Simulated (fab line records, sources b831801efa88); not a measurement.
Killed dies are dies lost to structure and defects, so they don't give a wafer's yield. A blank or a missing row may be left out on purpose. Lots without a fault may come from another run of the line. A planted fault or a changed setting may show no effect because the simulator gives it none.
fab line records | flow sfq_line
record lots=5 wafers=23
route steps=325 shown INCOMING@2 L0@10 L0V@21 M0@29 I0@44 M1@66
start_h: hours from the record's first day to the start of the lot's first wafer shown | wait_h: hours since the lot's step before | " the same as in the row above | L1.1+2: a row that stands for several wafers | - no value, or no start given | * or withheld: withheld | < > ~ a bound
route shown NAME@n: a module of which the file shows steps, and the number in the route of the first | usual: mean/standard deviation of fault-free wafers | same: alike in all rows | chamber/n: place in a boat | sites: the reading at each site | _std_site: their standard deviation | _edge_site: outer sites' mean less inner sites' | radius_mm: how far each site lies from the wafer's centre | mask NAME#n: copy n | behind: the tool/chamber that last shaped the wafer | hold: why the lot was held/for how many hours/how that ended | device: the transistor (n, p or np) that didn't switch | end of line: the same wafers' tests at the end of the route | a step without rows: its recipe alone | killed: dies lost to structure and defects at the first sort, not the wafer's yield | map: a wafer's dies, x killed, . not, _ none there
set.NAME: the setting as run; set.NAME@STEP: as run at that earlier step | model.NAME: the simulator's own value behind a step, which no gauge read
lots whose settings were changed on purpose; a table a step, a row a wafer
## steps
# step SFQ_TRILAYER_INCOMING_OXIDATION_002
# recipe temp_c=1000 ambient=H2O target_thk_a=5000 p_h2o_torr=720 ox_time_s=4939
# columns lot.wafer tool chamber start_h wait_h set.ox_time_s model.SiO2_of_TRILAYER_INCOMING_OXIDATION_002.thk_nm
L076.1 - - - 0.1 5672 570.1
L076.2 " - " " 5672 563.3
L076.3 " - " " 5672 564.2
L076.4 " - " " 5672 564.7
L076.6 " - " " 5672 556.6
L078.1 - - - 0.1 5533 540
L078.2 " - " " 5533 539.7
L078.4 " - " " 5533 542.4
L078.5 " - " " 5533 531.6
L078.6 " - " " 5533 538.9
L079.2 furnace-01 0 35.12 0.1 4939 507.5
L079.3 " 0 " " 4939 506.1
L079.5 " 0 " " 4939 505.9
L080.1 - - - 0.1 4441 474.4
L080.3 " - " " 4441 473.3
L080.4 " - " " 4441 467.1
L080.5 " - " " 4441 476.1
L080.6 " - " " 4441 474.7
L081.1 - - - 0.1 4939 504.9
L081.2 " - " " 4939 511.8
L081.4 " - " " 4939 507.6
L081.5 " - " " 4939 510.2
L081.6 " - " " 4939 498.8
# step SFQ_TRILAYER_L0_LITHO_PEB_008
# recipe peb_temp_c=115 peb_time_s=60 resist=KrF
# columns lot.wafer tool chamber start_h wait_h set.peb_time_s
L076.1+2+3 litho_track-04 0 38.51 1.0 64.33
L076.4+6 " 0 " " 60
L078.1+2+5 litho_track-04 0 47.66 1.0 52.38
L078.4+6 " 0 " " 60
L079.2+3+5 litho_track-02 0 52.49 0.8 60
L080.1+3+4+5+6 litho_track-03 0 57.26 1.0 60
L081.1+6 litho_track-02 0 60.86 1.0 60
L081.2+4+5 " 0 " " 63.83
# step SFQ_TRILAYER_L0_BARC_OPEN_METAL_ETCH_010
# recipe mask_material=PR chemistry=O2 target_depth_nm=125 target=BARC icp_w=600 bias_w=80 pressure_mtorr=10 time_s=41.7
# columns lot.wafer tool chamber start_h wait_h set.icp_w set.peb_time_s@TRILAYER_L0_LITHO_PEB_008 model.L0.cd_nm
L076.1 rie_metal-04 1 38.81 0.1 600 64.33 1989
L076.2 " 1 " " 600 64.33 1990
L076.3 " 1 " " 634.1 64.33 1990
L076.4 " 1 " " 634.1 60 2000
L076.6 " 1 " " 634.1 60 2001
L078.1 rie_metal-02 0 47.96 0.1 600 52.38 2021
L078.2+5 " 1 " " 600 52.38 2020
L078.4+6 " 1,0 " " 600 60 2000
L079.2 rie_metal-04 0 52.76 0.1 600 60 1998
L079.3+5 " 0 " " 600 60 1999
L080.1+3 rie_metal-04 0,1 57.56 0.1 600 60 1999
L080.4+5 " 0 " " 600 60 2000
L080.6 " 1 " " 600 60 1998
L081.1+6 rie_metal-04 0 61.16 0.1 574.1 60 1999
L081.2 " 1 " " 600 63.83 1990
L081.4 " 1 " " 600 63.83 1991
L081.5 " 1 " " 574.1 63.83 1990
# step SFQ_TRILAYER_L0_VIA_LITHO_PEB_016
# recipe peb_temp_c=115 peb_time_s=60 resist=KrF
# columns lot.wafer tool chamber start_h wait_h set.peb_temp_c
L076.1+2+3+4+6 litho_track-02 0 105.81 1.0 115
L078.1+2+4 litho_track-02 0 115.41 1.0 115
L078.5+6 " 0 " " 116.7
L079.2+3+5 litho_track-02 0 120.24 0.8 115
L080.1+4+5 litho_track-02 0 122.61 1.0 112.6
L080.3+6 " 0 " " 115
L081.1+5 litho_track-03 0 128.61 1.0 118.4
L081.2+4+6 " 0 " " 115
# step SFQ_TRILAYER_L0_VIA_BARC_OPEN_VIA_ETCH_021
# recipe mask_material=PR chemistry=O2 target_depth_nm=125 target=BARC source_w=500 bias_w=80 pressure_mtorr=30 time_s=41.7
# columns lot.wafer tool chamber start_h wait_h set.time_s set.peb_temp_c@TRILAYER_L0_VIA_LITHO_PEB_016 model.L0V.cd_nm model.KrF_of_TRILAYER_L0_VIA_LITHO_COAT_013.thk_nm
L076.1 rie_diel-01 3 106.15 0.0 41.7 115 699.8 575
L076.2 " 2 " " 41.7 115 699.7 574.5
L076.3 " 1 " " 41.7 115 699.1 574.2
L076.4 " 0 " " 41.7 115 701.1 574.3
L076.6 " 0 " " 41.7 115 700.3 574.6
L078.1 rie_diel-01 0 115.75 0.0 41.7 115 703.4 573.1
L078.2 " 3 " " 46.37 115 703.7 567.3
L078.4 " 2 " " 46.37 115 701.8 567.4
L078.5 " 1 " " 41.7 116.7 732.3 571
L078.6 " 0 " " 41.7 116.7 730.8 569.9
L079.2 rie_diel-02 3 120.55 0.0 41.7 115 699.6 575.5
L079.3 " 0 " " 41.7 115 699.6 575.8
L079.5 " 2 " " 41.7 115 699.9 575.5
L080.1 rie_diel-01 1 122.95 0.0 41.7 112.6 652.4 575.4
L080.3 " 3 " " 41.7 115 699 576.8
L080.4 " 2 " " 41.7 112.6 651.7 573.7
L080.5 " 0 " " 35.95 112.6 652.7 579.4
L080.6 " 1 " " 35.95 115 700.4 580.7
L081.1 rie_diel-02 2 128.95 0.0 41.7 118.4 756.5 575.1
L081.2 " 1 " " 36.95 115 700.7 579.6
L081.4 " 3 " " 41.7 115 700.2 575.3
L081.5 " 0 " " 36.95 118.4 757.5 580.4
L081.6 " 1 " " 41.7 115 699.3 573.5
# step SFQ_TRILAYER_L0_VIA_ETCH_VIA_ETCH_016
# recipe target=SiO2 stop_on=MoNx_KI mask_material=PR chemistry=CHF3 target_depth_nm=80 source_w=500 bias_w=80 pressure_mtorr=30 time_s=withheld
# columns lot.wafer tool chamber start_h wait_h set.time_s@TRILAYER_L0_VIA_BARC_OPEN_VIA_ETCH_021 model.KrF_of_TRILAYER_L0_VIA_LITHO_COAT_013.thk_nm
L076.1 rie_diel-01 3 106.19 0.0 * 561.4
L076.2 " 2 " " * 560.6
L076.3+4 " 1,0 " " * 560.2
L076.6 " 0 " " * 560.4
L078.1 rie_diel-01 0 115.79 0.0 * 559
L078.2 " 3 " " * 553.7
L078.4 " 2 " " * 553.4
L078.5 " 1 " " * 557.2
L078.6 " 0 " " * 555.9
L079.2+5 rie_diel-02 3,2 120.59 0.0 * 561.7
L079.3 " 0 " " * 561.9
L080.1 rie_diel-01 1 122.99 0.0 * 561.6
L080.3 " 3 " " * 563.1
L080.4 " 2 " " * 559.8
L080.5 " 0 " " * 565.3
L080.6 " 1 " " * 566.8
L081.1 rie_diel-02 2 128.99 0.0 * 561.1
L081.2 " 1 " " * 565.8
L081.4 " 3 " " * 561.5
L081.5 " 0 " " * 566.5
L081.6 " 1 " " * 559.8
# step SFQ_TRILAYER_M0_DEP_SPUTTER_019
# recipe material=Nb base_pressure_pa=1.33e-06 chamber_pressure_pa=0.1333 substrate_temp_c=20 resputter_cathode_voltage_v=400 target_thk_nm=200 power_w=2000 time_s=133.3
# columns lot.wafer tool chamber start_h wait_h set.time_s model.Nb_of_TRILAYER_M0_DEP_SPUTTER_019.thk_nm
L076.1 pvd_sputter-04 - 107.03 0.0 146.9 221.9
L076.2 " - " " 133.3 200.7
L076.3 " - " " 133.3 199.2
L076.4 " - " " 133.3 203.3
L076.6 " - " " 146.9 221.1
L078.1 pvd_sputter-04 - 117.23 0.0 113.5 170.8
L078.2 " - " " 133.3 198.6
L078.4 " - " " 113.5 169.1
L078.5 " - " " 133.3 201.4
L078.6 " - " " 113.5 169.2
L079.2 pvd_sputter-04 - 121.43 0.0 133.3 199.5
L079.3 " - " " 133.3 196.3
L079.5 " - " " 133.3 199.3
L080.1 pvd_sputter-06 - 123.83 0.0 133.3 200.1
L080.3 " - " " 133.3 204
L080.4 " - " " 133.3 200.5
L080.5 " - " " 133.3 199.9
L080.6 " - " " 133.3 200.7
L081.1 pvd_sputter-04 - 129.83 0.0 147.5 220.1
L081.2 " - " " 147.5 219.8
L081.4 " - " " 133.3 196.9
L081.5 " - " " 147.5 218.8
L081.6 " - " " 133.3 198
# step SFQ_M0_RS_MEAS_904
# recipe thk_meas_gauge=four-point-probe reads=Nb_of_TRILAYER_M0_DEP_SPUTTER_019
# usual M0_NB_RS=0.891/0.01
# columns lot.wafer tool chamber start_h wait_h set.time_s@TRILAYER_M0_DEP_SPUTTER_019 M0_NB_RS[ohm/sq]
L076.1 film_metro-02 - 107.13 0.0 146.9 0.799
L076.2 " - " " 133.3 0.886
L076.3 " - " " 133.3 0.893
L076.4 " - " " 133.3 0.874
L076.6 " - " " 146.9 0.802
L078.1 film_metro-02 - 117.33 0.0 113.5 1.043
L078.2 " - " " 133.3 0.894
L078.4 " - " " 113.5 1.053
L078.5 " - " " 133.3 0.881
L078.6 " - " " 113.5 1.051
L079.2 film_metro-01 - 121.55 0.1 133.3 0.894
L079.3 " - " " 133.3 0.905
L079.5 " - " " 133.3 0.894
L080.1 film_metro-01 - 123.93 0.0 133.3 0.890
L080.3 " - " " 133.3 0.872
L080.4 " - " " 133.3 0.888
L080.5 " - " " 133.3 0.890
L080.6 " - " " 133.3 0.888
L081.1 film_metro-01 - 129.93 0.0 147.5 0.808
L081.2 " - " " 147.5 0.810
L081.4 " - " " 133.3 0.905
L081.5 " - " " 147.5 0.811
L081.6 " - " " 133.3 0.899
# step SFQ_TRILAYER_M0_LITHO_PEB_024
# recipe peb_temp_c=115 peb_time_s=60 resist=KrF
# columns lot.wafer tool chamber start_h wait_h set.peb_time_s
L076.1+2+3+4+6 litho_track-01 0 185.24 1.0 60
L078.1+4 litho_track-02 0 212.56 1.0 60
L078.2+5+6 " 0 " " 54.73
L079.2+3+5 litho_track-02 0 214.99 0.8 60
L080.1+3+5 litho_track-01 0 220.96 1.0 66.05
L080.4+6 " 0 " " 60
L081.1+2+6 litho_track-02 0 226.96 1.0 52.28
L081.4+5 " 0 " " 60
# step SFQ_TRILAYER_M0_LITHO_DEVELOP_023
# recipe time_s=60 resist=KrF
# step SFQ_TRILAYER_M0_BARC_OPEN_METAL_ETCH_031
# recipe mask_material=PR chemistry=O2 target_depth_nm=125 target=BARC icp_w=600 bias_w=80 pressure_mtorr=10 time_s=41.7
# columns lot.wafer tool chamber start_h wait_h set.peb_time_s@TRILAYER_M0_LITHO_PEB_024 model.M0.cd_nm
L076.1+6 rie_metal-03 0 185.57 0.0 60 499.8
L076.2 " 1 " " 60 499.2
L076.3 " 1 " " 60 498.3
L076.4 " 0 " " 60 498.8
L078.1 rie_metal-04 1 212.90 0.0 60 498.9
L078.2 " 0 " " 54.73 512.3
L078.4 " 1 " " 60 498.6
L078.5 " 0 " " 54.73 512.2
L078.6 " 1 " " 54.73 513
L079.2 rie_metal-03 1 215.30 0.0 60 498.6
L079.3 " 1 " " 60 499.1
L079.5 " 0 " " 60 498.9
L080.1 rie_metal-04 1 221.30 0.0 66.05 488
L080.3 " 0 " " 66.05 488.5
L080.4 " 1 " " 60 500.3
L080.5 " 0 " " 66.05 486.5
L080.6 " 1 " " 60 501.8
L081.1 rie_metal-04 0 227.30 0.0 52.28 521.2
L081.2 " 1 " " 52.28 522
L081.4 " 0 " " 60 500.4
L081.5 " 0 " " 60 499.2
L081.6 " 1 " " 52.28 521.1
# step SFQ_TRILAYER_M0_ETCH_METAL_ETCH_024
# recipe target=Nb stop_on=SiO2 mask_material=PR chemistry=Cl2/Ar target_depth_nm=240 icp_w=600 bias_w=80 pressure_mtorr=10 time_s=120
# usual oes_product_au=0.893/0.0074
# columns lot.wafer tool chamber start_h wait_h set.time_s@TRILAYER_M0_DEP_SPUTTER_019 oes_product_au
L076.1 rie_metal-03 0 185.63 0.0 146.9 0.948
L076.2 " 1 " " 133.3 0.892
L076.3 " 1 " " 133.3 0.888
L076.4 " 0 " " 133.3 0.902
L076.6 " 0 " " 146.9 0.943
L078.1 rie_metal-04 1 212.96 0.0 113.5 0.820
L078.2 " 0 " " 133.3 0.884
L078.4 " 1 " " 113.5 0.817
L078.5 " 0 " " 133.3 0.894
L078.6 " 1 " " 113.5 0.823
L079.2 rie_metal-03 1 215.36 0.0 133.3 0.896
L079.3 " 1 " " 133.3 0.885
L079.5 " 0 " " 133.3 0.891
L080.1 rie_metal-04 1 221.36 0.0 133.3 0.902
L080.3 " 0 " " 133.3 0.910
L080.4 " 1 " " 133.3 0.889
L080.5 " 0 " " 133.3 0.899
L080.6 " 1 " " 133.3 0.897
L081.1 rie_metal-04 0 227.36 0.0 147.5 0.942
L081.2 " 1 " " 147.5 0.943
L081.4 " 0 " " 133.3 0.884
L081.5 " 0 " " 147.5 0.943
L081.6 " 1 " " 133.3 0.897
# step SFQ_TRILAYER_I0_CMP_CMP_028
# recipe material=SiO2 down_force_psi=3 platen_rpm=60 pad_velocity_m_s=0.94248
# columns lot.wafer tool chamber start_h wait_h set.leave_above_ref_nm model.SiO2_of_TRILAYER_I0_DEP_PECVD_027.thk_nm
L076.2 cmp-01 3 192.24 5.7 200 200.5
L076.3 " 0 " " 200 200.7
L076.4 " 1 " " 200 200.2
L076.1 " 2 " " 200 201.7
L076.6 " 0 194.74 8.1 200 200.6
L078.4 cmp-01 2 214.44 0.5 212.8 212
L078.1 " 3 " " 200 199.2
L078.2 " 0 " " 200 199.5
L078.6 " 1 " " 200 200.5
L078.5 " 2 " " 212.8 213.1
L079.2 cmp-02 1 217.40 1.1 200 201.1
L079.3 " 2 " " 200 200.3
L079.5 " 3 " " 200 200.9
L080.3 cmp-02 0 222.35 0.0 200 199.5
L080.1+5 " 2,1 223.35 1.0 213.9 213.9
L080.4 " 3 " " 200 198.5
L080.6 " 0 " " 200 199.3
L081.1 cmp-02 2 228.34 0.0 200 202.7
L081.4 " 0 229.34 1.0 194.6 197.3
L081.2 " 1 " " 194.6 196.4
L081.6 " 2 " " 200 202
L081.5 " 3 " " 194.6 193.7
# step SFQ_TRILAYER_I0_METRO_MEASURE_029
# usual thk_nm=200.5/1
# columns lot.wafer tool chamber start_h wait_h set.leave_above_ref_nm@TRILAYER_I0_CMP_CMP_028 thk_nm
L076.1 film_metro-03 - 195.36 0.1 200 201.7
L076.2 " - " " 200 200.5
L076.3 " - " " 200 200.5
L076.4 " - " " 200 200.2
L076.6 " - " " 200 200.8
L078.1 film_metro-04 - 217.06 0.1 200 199.1
L078.2 " - " " 200 199.3
L078.4 " - " " 212.8 212.0
L078.5 " - " " 212.8 213.1
L078.6 " - " " 200 200.5
L079.2 film_metro-01 - 219.72 0.3 200 201.1
L079.3 " - " " 200 200.3
L079.5 " - " " 200 200.9
L080.1 film_metro-03 - 225.47 0.1 213.9 214.0
L080.3 " - " " 200 199.4
L080.4 " - " " 200 198.5
L080.5 " - " " 213.9 213.8
L080.6 " - " " 200 199.3
L081.1 film_metro-04 - 231.46 0.1 200 202.7
L081.2 " - " " 194.6 196.3
L081.4 " - " " 194.6 197.3
L081.5 " - " " 194.6 193.6
L081.6 " - " " 200 201.9
# step SFQ_TRILAYER_I0_VIA_LITHO_COAT_036
# recipe resist=BARC spin_rpm=3000 resist_thk_nm=62
# columns lot.wafer tool chamber start_h wait_h set.spin_rpm model.BARC_of_TRILAYER_I0_VIA_LITHO_COAT_036.thk_nm
L076.1 litho_track-03 0 196.56 1.0 3000 62.09
L076.2+6 " 0 " " 3000 62.02
L076.3 " 0 " " 3000 61.85
L076.4 " 0 " " 3000 62
L078.1 litho_track-01 0 218.26 1.0 3000 62.11
L078.2 " 0 " " 3000 62.15
L078.4 " 0 " " 3059 61.58
L078.5 " 0 " " 3059 61.39
L078.6 " 0 " " 3059 61.56
L079.2 litho_track-04 0 220.77 0.8 3000 62.04
L079.3 " 0 " " 3000 62.16
L079.5 " 0 " " 3000 62.06
L080.1 litho_track-04 0 226.67 1.0 2796 64.12
L080.3 " 0 " " 2796 64.07
L080.4 " 0 " " 3000 61.97
L080.5 " 0 " " 3000 61.79
L080.6 " 0 " " 3000 61.96
L081.1 litho_track-03 0 232.66 1.0 3215 59.73
L081.2 " 0 " " 3215 59.75
L081.4 " 0 " " 3000 61.88
L081.5 " 0 " " 3000 61.91
L081.6 " 0 " " 3000 61.9
# step SFQ_TRILAYER_I0_VIA_ETCH_VIA_ETCH_034
# recipe target=SiO2 stop_on=Nb mask_material=PR taper_deg=20 chemistry=CHF3 target_depth_nm=260 source_w=500 bias_w=80 pressure_mtorr=30 time_s=withheld
# usual oes_product_au=0.856/0.0042
# columns lot.wafer tool chamber start_h wait_h set.source_w set.leave_above_ref_nm@TRILAYER_I0_CMP_CMP_028 oes_product_au model.I0.feature_depth_nm
L076.1 rie_diel-01 1 314.54 0.0 500 200 0.858 201.7
L076.2 " 2 " " 536.3 200 0.853 201.1
L076.3 " 3 " " 500 200 0.857 200.6
L076.4 " 0 " " 536.3 200 0.854 200.7
L076.6 " 2 " " 536.3 200 0.856 201.1
L078.1 rie_diel-01 1 338.17 0.0 500 200 0.848 199.2
L078.2 " 3 " " 554.3 200 0.849 200.3
L078.4 " 0 " " 554.3 212.8 0.880 212.8
L078.5 " 3 " " 554.3 212.8 0.884 213.9
L078.6 " 0 " " 500 200 0.856 200.4
L079.2 rie_diel-03 3 340.67 0.0 500 200 0.859 201.1
L079.3 " 2 " " 500 200 0.857 200.3
L079.5 " 3 " " 500 200 0.852 200.8
L080.1 rie_diel-03 3 344.27 0.0 466.3 213.9 0.877 213.9
L080.3 " 2 " " 466.3 200 0.852 199.5
L080.4 " 0 " " 500 200 0.848 198.5
L080.5 " 3 " " 500 213.9 0.885 213.9
L080.6 " 2 " " 466.3 200 0.859 199.2
L081.1 rie_diel-02 0 350.27 0.0 500 200 0.861 202.6
L081.2 " 2 " " 500 194.6 0.846 196.4
L081.4 " 3 " " 500 194.6 0.840 197.2
L081.5 " 2 " " 500 194.6 0.841 193.6
L081.6 " 0 " " 500 200 0.856 201.9
# step SFQ_TRILAYER_M1_LITHO_PEB_042
# recipe peb_temp_c=115 peb_time_s=60 resist=KrF
# columns lot.wafer tool chamber start_h wait_h set.peb_time_s
L076.1+2+3+4+6 litho_track-02 0 326.87 1.0 60
L078.1+5+6 litho_track-02 0 348.28 1.0 60
L078.2+4 " 0 " " 66.28
L079.2+3+5 litho_track-04 0 349.50 0.8 60
L080.1+6 litho_track-02 0 351.88 1.0 60
L080.3+4+5 " 0 " " 67.95
L081.1+2+4+5+6 litho_track-04 0 359.18 1.0 60
# step SFQ_TRILAYER_M1_LITHO_DEVELOP_041
# recipe time_s=60 resist=KrF
# step SFQ_TRILAYER_M1_BARC_OPEN_METAL_ETCH_054
# recipe mask_material=PR chemistry=O2 target_depth_nm=125 target=BARC icp_w=600 bias_w=80 pressure_mtorr=10 time_s=41.7
# columns lot.wafer tool chamber start_h wait_h set.peb_time_s@TRILAYER_M1_LITHO_PEB_042 model.M1.cd_nm
L076.1+3 rie_metal-02 0,1 327.21 0.0 60 498.8
L076.2 " 1 " " 60 497.5
L076.4 " 0 " " 60 498.1
L076.6 " 0 " " 60 499.6
L078.1 rie_metal-04 1 348.61 0.0 60 500.8
L078.2 " 0 " " 66.28 485.3
L078.4 " 1 " " 66.28 486.3
L078.5 " 0 " " 60 500.5
L078.6 " 1 " " 60 498.5
L079.2 rie_metal-01 0 349.81 0.0 60 497.6
L079.3 " 1 " " 60 498
L079.5 " 0 " " 60 497.5
L080.1 rie_metal-04 0 352.21 0.0 60 500.5
L080.3 " 1 " " 67.95 483.3
L080.4 " 0 " " 67.95 483
L080.5 " 1 " " 67.95 482.6
L080.6 " 0 " " 60 499.3
L081.1+4 rie_metal-01 0 359.51 0.0 60 501.1
L081.2 " 1 " " 60 502.2
L081.5 " 0 " " 60 501.7
L081.6 " 1 " " 60 502.7
## key
split step=SFQ_TRILAYER_INCOMING_OXIDATION_002 setting=ox_time_s stated=4939 by=lot
response step=SFQ_TRILAYER_INCOMING_OXIDATION_002 reading=model.SiO2_of_TRILAYER_INCOMING_OXIDATION_002.thk_nm change=+3.37 per=1% r=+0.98
split step=SFQ_TRILAYER_L0_LITHO_PEB_008 setting=peb_time_s stated=60 by=wafer
response step=SFQ_TRILAYER_L0_BARC_OPEN_METAL_ETCH_010 reading=model.L0.cd_nm change=-1.56 per=1% r=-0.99
split step=SFQ_TRILAYER_L0_BARC_OPEN_METAL_ETCH_010 setting=icp_w stated=600 by=wafer
response none clear
split step=SFQ_TRILAYER_L0_VIA_LITHO_PEB_016 setting=peb_temp_c stated=115 by=wafer
response step=SFQ_TRILAYER_L0_VIA_BARC_OPEN_VIA_ETCH_021 reading=model.L0V.cd_nm change=+20.3 per=1% r=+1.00
split step=SFQ_TRILAYER_L0_VIA_BARC_OPEN_VIA_ETCH_021 setting=time_s stated=41.7 by=wafer
response step=SFQ_TRILAYER_L0_VIA_BARC_OPEN_VIA_ETCH_021 reading=model.KrF_of_TRILAYER_L0_VIA_LITHO_COAT_013.thk_nm change=-0.385 per=1% r=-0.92
response step=SFQ_TRILAYER_L0_VIA_ETCH_VIA_ETCH_016 reading=model.KrF_of_TRILAYER_L0_VIA_LITHO_COAT_013.thk_nm change=-0.375 per=1% r=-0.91
split step=SFQ_TRILAYER_M0_DEP_SPUTTER_019 setting=time_s stated=133.3 by=wafer
response step=SFQ_TRILAYER_M0_DEP_SPUTTER_019 reading=model.Nb_of_TRILAYER_M0_DEP_SPUTTER_019.thk_nm change=+2.04 per=1% r=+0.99
response step=SFQ_M0_RS_MEAS_904 reading=M0_NB_RS change=-0.00966 per=1% r=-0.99
response step=SFQ_TRILAYER_M0_ETCH_METAL_ETCH_024 reading=oes_product_au change=+0.0048 per=1% r=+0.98
split step=SFQ_TRILAYER_M0_LITHO_PEB_024 setting=peb_time_s stated=60 by=wafer
response step=SFQ_TRILAYER_M0_BARC_OPEN_METAL_ETCH_031 reading=model.M0.cd_nm change=-1.55 per=1% r=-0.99
split step=SFQ_TRILAYER_I0_CMP_CMP_028 setting=leave_above_ref_nm stated=200 by=wafer
response step=SFQ_TRILAYER_I0_CMP_CMP_028 reading=model.SiO2_of_TRILAYER_I0_DEP_PECVD_027.thk_nm change=+2.1 per=1% r=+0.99
response step=SFQ_TRILAYER_I0_METRO_MEASURE_029 reading=thk_nm change=+2.11 per=1% r=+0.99
response step=SFQ_TRILAYER_I0_VIA_ETCH_VIA_ETCH_034 reading=oes_product_au change=+0.00457 per=1% r=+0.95
response step=SFQ_TRILAYER_I0_VIA_ETCH_VIA_ETCH_034 reading=model.I0.feature_depth_nm change=+2.14 per=1% r=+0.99
split step=SFQ_TRILAYER_I0_VIA_LITHO_COAT_036 setting=spin_rpm stated=3000 by=wafer
response step=SFQ_TRILAYER_I0_VIA_LITHO_COAT_036 reading=model.BARC_of_TRILAYER_I0_VIA_LITHO_COAT_036.thk_nm change=-0.311 per=1% r=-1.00
split step=SFQ_TRILAYER_I0_VIA_ETCH_VIA_ETCH_034 setting=source_w stated=500 by=wafer
response none clear
split step=SFQ_TRILAYER_M1_LITHO_PEB_042 setting=peb_time_s stated=60 by=wafer
response step=SFQ_TRILAYER_M1_BARC_OPEN_METAL_ETCH_054 reading=model.M1.cd_nm change=-1.31 per=1% r=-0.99
